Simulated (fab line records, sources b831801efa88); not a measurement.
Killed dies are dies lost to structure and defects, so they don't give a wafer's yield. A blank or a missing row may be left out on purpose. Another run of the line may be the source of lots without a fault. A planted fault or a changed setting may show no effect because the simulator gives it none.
8D (eight disciplines) problem report, filled in by code -- flow gf180mcu -- the parts of the form that need people (team, actions taken, sign-off) are left out

1. WHAT IS WRONG
Wafers free of any fault read 857 nm (standard deviation 13) for CONTACT_CVD_02_THK at GF_CONTACT_THK_MEAS_03, against a mean of 635 nm on 3 wafers of 3 lots. Measured from the usual mean, that is -17 standard deviations.
First seen on wafer L172.3, day 19 19:52, on film-metro-03. The record holds 34 wafers of 12 lots with a number at this step. Rule for "out" (also "out of limits"): further than 4 standard deviations from the usual mean. Any other wafer with a number is counted as sound.

2. WHAT IT IS AND WHAT IT IS NOT
question,is,is not
which readings at this step,CONTACT_CVD_02_THK,-
which lots,"L172, L173, L174","L159, L160, L161, L162, L163, L164, L165, L176, L180"
which wafers of those lots,"L172.3, L173.3, L174.2","L172.4, L173.5, L174.4, L174.5"
read on which gauges,"film-metro-01, film-metro-03",film-metro-02
when,from day 19 19:52,"up to then (22 sound wafers); but 9 sound wafers of L173, L174, L176, L180 came after"

3. THE SUSPECTS, EACH WITH WHAT RULES IT OUT
Counting: a tool at a process step up to the reading stays a suspect if it ran every lot that is out. Sound lots after the first of them don't rule it out here, since some wafers of a struck lot are sound.
- the gauge at GF_CONTACT_THK_MEAS_03 is ruled out. The wafers that are out were read on 2 gauges (film-metro-01, film-metro-03).
- pecvd-04 at GF_CONTACT_CVD_02 (deposits SiO2 from TEOS, target thk 860 nm, time 95.992 s): kept. Every lot that is out went through it, the first being L172 (day 19 19:46); the last sound lot it ran before that was L165 (day 17 16:28).
Left after counting: pecvd-04 at GF_CONTACT_CVD_02.

4. THE CAUSE (what the simulator had put in)
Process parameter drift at GF_CONTACT_CVD_02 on pecvd-04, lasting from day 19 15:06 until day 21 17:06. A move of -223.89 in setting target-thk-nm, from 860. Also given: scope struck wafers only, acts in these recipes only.
After counting, this tool was the only one left.

5. THE CHAIN OF EFFECTS, in route order
One row per reading whose mean, taken over the struck wafers that have a number, lies over 3 standard deviations from the usual. Only readings for which the record gives a usual standard deviation are gone through. hours: the time from each lot's start at the first step in this table that gives one to its start at this step, as a median over the lots. sigmas: the change in usual standard deviations.
hours,step,reading,usual,on struck wafers,change,sigmas
0,GF_CONTACT_THK_MEAS_03,CONTACT_CVD_02_THK,857 nm,635,-222,-17
0,GF_CONTACT_CMP_04,time-to-endpoint-s,107 s,25,-82,-13
Process steps it contains:
- GF_CONTACT_CMP_04: polishes SiO2.
Later measuring or inspecting steps at which every struck wafer that the step has a row for has a number for every such reading, and none has moved that far: GF_CONTACT_THK_MEAS_26.

6. HOW IT WOULD HAVE BEEN CAUGHT EARLIER
In this record the first reading out of limits at a measuring or inspecting step was taken at day 19 19:52, 5 hours after the fault began at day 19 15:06.
No tool reading at GF_CONTACT_CVD_02 that has a usual standard deviation in the record was out on any struck wafer, so an alarm limit of 4 standard deviations on those readings would not have fired.
Lots out: 3; of these, L173, L174 started GF_CONTACT_CVD_02 on pecvd-04 after day 19 19:52. A hold on the tool at that time would have spared those 2.
